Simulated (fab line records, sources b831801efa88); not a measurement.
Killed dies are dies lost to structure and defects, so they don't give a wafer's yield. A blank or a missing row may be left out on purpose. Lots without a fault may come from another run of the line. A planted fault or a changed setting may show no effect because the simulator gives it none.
Which tool did it? | flow sky130 | 6 lots, 18 wafers sampled, at 1 step of a route of 708

WHAT THE GAUGES READ, wafer by wafer
SKY_VIA3_THK_MEAS_01.
lot  | measured     | on            | VIA3_HDPCVD_THK (nm)
L228 | day 39 12:23 | film_metro-02 | 1635 1635 1610
L232 | day 40 20:19 | film_metro-02 | 1624 1652 1668
L239 | day 42 11:22 | film_metro-02 | 1620 1647 1641
L242 | day 43 09:02 | film_metro-01 | 1599 1619 1604
L244 | day 43 21:08 | film_metro-02 | 1604 1649 1631
L246 | day 44 05:36 | film_metro-04 | 1657 1670 1628

WHICH TOOL RAN EACH LOT (tool, then ch and the chambers of the sampled wafers, then the start)
The record holds no process step before these readings.

THE ANSWER, worked out from the rows above alone
Rule: what is usual is taken from the lots themselves. Put in order of their means at a reading, lots are off if they are a third of the lots or fewer, leave a main group of 4 or more, and stand apart from it by a gap of 3 or more times the standard deviation of the main group's means; of several such gaps the widest counts. A main group whose means are all the same, to the digits that the tables above print for the reading, isn't used. A lot without any number at a reading at which 4 lots or more have one is off too. The other lots that the step has rows for count as sound.
No lot is off at any reading shown: from this, nothing can be told.

WHAT THE SIMULATOR HAD PUT IN
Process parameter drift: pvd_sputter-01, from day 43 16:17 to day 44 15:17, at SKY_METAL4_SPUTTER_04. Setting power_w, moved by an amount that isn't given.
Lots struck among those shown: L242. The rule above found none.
